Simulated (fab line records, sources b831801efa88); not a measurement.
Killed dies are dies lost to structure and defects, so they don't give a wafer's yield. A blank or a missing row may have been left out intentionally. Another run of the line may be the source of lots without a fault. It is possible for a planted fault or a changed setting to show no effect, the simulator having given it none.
Comparing a struck lot with a sound one    flow sky130    16 out of 708 route steps
Sound: the wafers L129.3, L129.4, L129.5. Wafers struck: L136.2, L136.4, L136.5. The cause comes at the end.
At each step with rows: each side's tool, then ch and its chambers, then its first start. Under that, the readings that differ: sound wafers    struck wafers    difference of the means    sigmas: that difference in standard deviations of wafers without a fault.
alike: readings whose means differ by less than 2 such deviations, and words and numbers that are the same on both sides. not compared: withheld readings, readings that some wafer has no value for, bounds like >300 that may hide the same value, and numbers for which the record gives no deviation and whose values overlap.
The two part at a step that has a row with sigmas, a row that says differs or no value, or rows on one side only. Numbers that have no deviation but don't overlap get no sigmas and don't part them. Lack of a reading on every wafer of one side parts them only where that side has two or more wafers.

first, 7 steps without rows for these wafers: SKY_METAL4_HMDS_06 (prime time 60 s); SKY_METAL4_COAT_07 (resist thk 60 nm); SKY_METAL4_COAT_08 (resist thk 1140 nm); SKY_METAL4_SOFTBAKE_09 (time 90 s); SKY_METAL4_EXPOSE_10 (exposes mask MM4, target cd 300 nm); SKY_METAL4_PEB_11; SKY_METAL4_DEVELOP_12 (develop time 60 s).
SKY_METAL4_CD_MEAS_13: the cd target is 300 nm.
  struck on cd_sem-01, day 46 17:52; sound on cd_sem-01, day 43 08:02
  alike: cd_nm
SKY_METAL4_OVL_MEAS_14:
  struck on overlay-02, day 46 17:59; sound on overlay-01, day 43 08:08
  alike: METAL4_OVL
SKY_METAL4_DESCUM_15: chemistry O2, time 8 s.
  sound on rie_metal-03 ch 1, day 43 08:11; struck on rie_metal-04 ch 0,1, day 46 18:01
  alike: drypump_motor_current_A, oes_product_au
  not compared: rf_hours_counter_h
SKY_METAL4_ETCH_16: etches BARC in N2/H2, stops on SiO2, time 88.2 s, target depth 60 nm.
  sound on rie_metal-03 ch 1, day 43 08:17; struck on rie_metal-04 ch 0,1, day 46 18:02
  alike: bias_w, chamber_pressure_mTorr, drypump_motor_current_A, oes_product_au, throttle_valve_pct
  not compared: rf_hours_counter_h
SKY_METAL4_ETCH_17: etches SiO2 in C4F8/O2/Ar, stops on TiN, time 3.9 s, target depth 15 nm.
  sound on rie_diel-03 ch 0,1,3, day 43 08:25; struck on rie_diel-02 ch 0,3, day 46 18:08
  alike: bias_w, chamber_pressure_mTorr, oes_product_au
  not compared: rf_hours_counter_h
SKY_METAL4_METAL_ETCH_18: etches the open film in Cl2/BCl3, stops on SiO2, target depth 845 nm, time 183.1 s.
  sound on rie_metal-01 ch 0,1, day 43 08:30; struck on rie_metal-01 ch 1, day 46 18:10
  no value came back on the struck wafers for any of 5 readings (bcl3_flow_sccm (sccm), bias_w (W) and others); on the sound wafers bcl3_flow_sccm (sccm) reads 29.88 29.93 29.95
reading                                        sound            struck             difference  sigmas
model.KrF-thick_of_METAL4_COAT_08.thk_nm (nm)  535 532.4 530.3  1081 1079 1079     +547        
model.SiO2_of_VIA3_HDPCVD_00.thk_nm (nm)       436 434.3 435.5  461.7 459.6 461.3  +25.6       
  not compared: rf_hours_counter_h
SKY_METAL4_STRIP_19: strips in O2/N2.
  sound on plasma_asher-04 ch 0,1, day 43 08:39; struck on plasma_asher-03 ch 0,1, day 46 18:20
reading                       sound              struck             difference  sigmas
oes_product_au (a.u.)         0.501 0.499 0.500  0.717 0.705 0.709  +0.210      +38
strip_time_to_endpoint_s (s)  6.62 6.58 6.56     11.89 11.89 11.87  +5.30       +61
  alike: drypump_motor_current_A
  not compared: rf_hours_counter_h
then, 1 step without rows for these wafers: SKY_METAL4_STRIP_20 (strips in post etch residue remover, time 1200 s).
-- the record jumps here: 3 days lie between the struck wafers' starts before and after (it left off in module METAL4 and takes up again in module PAD_OPEN, whose first step shown is number 708 of the route) --
SKY_PAD_OPEN_PROBE_99:
  struck on prober-01, day 50 03:01; sound on prober-01, day 47 02:50
reading                   sound           struck          difference  sigmas
defect_limited_yield (%)  86.2 81.5 82.9  0 0 0           -84         -42
killed_at_M4_up           3 3 3           403 399 395     +396        +99 or more
killed_dies               68 91 84        492 492 492     +411        +42
killed_on_rim             16 14 14        96 96 96        +81         +22
killed_open               33 51 44        51 55 63        +14         +2
sort_bin_5_function (%)   9.8 10.0 11.4   92.5 91.9 92.9  +82.0       +59
sort_n_pass               424 401 408     0 0 0           -411        -42
sort_yield_pct (%)        86.2 81.5 82.9  0 0 0           -84         -42
  alike: killed_at_M0_to_M3, killed_at_contacts, killed_at_front_end, killed_at_other, killed_short, sort_bin_3_pad_short, sort_bin_6_memory

## WHERE THEY PART
Last at SKY_PAD_OPEN_PROBE_99 as far as this record goes, first at SKY_METAL4_METAL_ETCH_18.

WHY: what had been put in by the simulator
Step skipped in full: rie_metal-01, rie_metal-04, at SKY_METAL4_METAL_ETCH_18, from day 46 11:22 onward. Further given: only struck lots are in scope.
